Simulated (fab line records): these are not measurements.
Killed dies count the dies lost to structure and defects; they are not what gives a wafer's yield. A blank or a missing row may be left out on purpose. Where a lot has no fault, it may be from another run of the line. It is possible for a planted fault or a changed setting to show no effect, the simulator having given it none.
Commonality check across tools	flow sky130	Sample size 10 lots and 29 wafers

REASON FOR OPENING
At SKY_VT_ADJUST_NCORE_CD_MEAS_07 the reading cd nm is flagged on 1 of 10 lots. Fault-free wafers read 379.4 nm, with a standard deviation of 2.9.
Rule: a lot is flagged when every wafer of it that has a number lies more than 4 standard deviations from that mean, or none has a number. The rest of the lots are taken to be sound.

lot	measured	on	cd nm (nm), wafer by wafer	flag
L899	day 8 21:18	cd sem-01	383.4 382.8 385.1	
L900	day 9 10:58	cd sem-01	372.8 376.1 373.9	
L901	day 9 12:08	cd sem-02	381.8 382.7 379.2	
L902	day 9 12:50	cd sem-02	376.8 376.2 375.0	
L907	day 10 23:55	cd sem-02	359.3 358.7	FLAGGED
L914	day 12 23:32	cd sem-02	381.0 381.3 382.0	
L915	day 13 07:59	cd sem-01	380.9 379.5 381.1	
L916	day 13 11:46	cd sem-02	382.4 382.0 383.0	
L920	day 14 17:48	cd sem-01	376.6 378.3 378.3	
L922	day 15 06:02	cd sem-02	374.0 374.2 376.2	
The numbers of the flagged lots are 359.0 nm on average: -20.4 nm against the usual, or -7 standard deviations.

EACH LOT AND THE TOOL IT RAN ON
The record keeps 1 process step preceding the reading, out of 708 steps on the route. In each cell: the tool, then ch and the chambers that the sampled wafers went through, then the start.
lot	flag	SKY_VT_ADJUST_NCORE_EXPOSE_04
L899		iline stepper-01 ch 0, day 8 11:25
L900		iline stepper-01 ch 0, day 9 00:21
L901		iline stepper-01 ch 0, day 9 01:35
L902		iline stepper-02 ch 0, day 9 02:07
L907	FLAGGED	iline stepper-02 ch 0, day 10 13:44
L914		iline stepper-01 ch 0, day 12 12:12
L915		iline stepper-01 ch 0, day 12 19:38
L916		iline stepper-01 ch 0, day 12 22:49
L920		iline stepper-01 ch 0, day 14 04:52
L922		iline stepper-01 ch 0, day 14 17:25
What the steps here do:
- SKY_VT_ADJUST_NCORE_EXPOSE_04: exposes mask LVTN COMPLEMENT THIN, target cd 380 nm.
- SKY_VT_ADJUST_NCORE_CD_MEAS_07: target cd 380 nm.

FLAGGED AGAINST TOTAL, ONE TOOL AT A TIME (gauges that did the reading follow at the end)
step	tool	lots run	flagged	share of the flagged lots	sound lots run after its first flagged lot
SKY_VT_ADJUST_NCORE_EXPOSE_04	iline stepper-01	8	0	none	-
SKY_VT_ADJUST_NCORE_EXPOSE_04	iline stepper-02	2	1	all	0
SKY_VT_ADJUST_NCORE_CD_MEAS_07	cd sem-01	4	0	none	-
SKY_VT_ADJUST_NCORE_CD_MEAS_07	cd sem-02	6	1	all	3 (L914,L916,L922)

THE TABLE: WHAT IT ALLOWS
Table rows that saw every flagged lot: 2, namely iline stepper-02 at SKY_VT_ADJUST_NCORE_EXPOSE_04 and cd sem-02 at SKY_VT_ADJUST_NCORE_CD_MEAS_07.
- iline stepper-02 at SKY_VT_ADJUST_NCORE_EXPOSE_04: 1 of its 2 lots flagged. Its last sound lot is L902 (day 9 02:07), its first flagged lot L907 (day 10 13:44): a fault that began between those two fits.
- cd sem-02 at SKY_VT_ADJUST_NCORE_CD_MEAS_07: 1 of its 6 lots flagged. Sound lots followed the first flagged one (L914, L916, L922) on it, something a lasting fault affecting the whole tool could not allow.
iline stepper-02 at SKY_VT_ADJUST_NCORE_EXPOSE_04 is the single tool remaining.

WHAT THE SIMULATOR HAD INSERTED
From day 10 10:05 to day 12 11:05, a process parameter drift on iline stepper-02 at SKY_VT_ADJUST_NCORE_EXPOSE_04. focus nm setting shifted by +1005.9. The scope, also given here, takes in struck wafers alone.
Shown lots that were struck: L907. The rule above found the same.
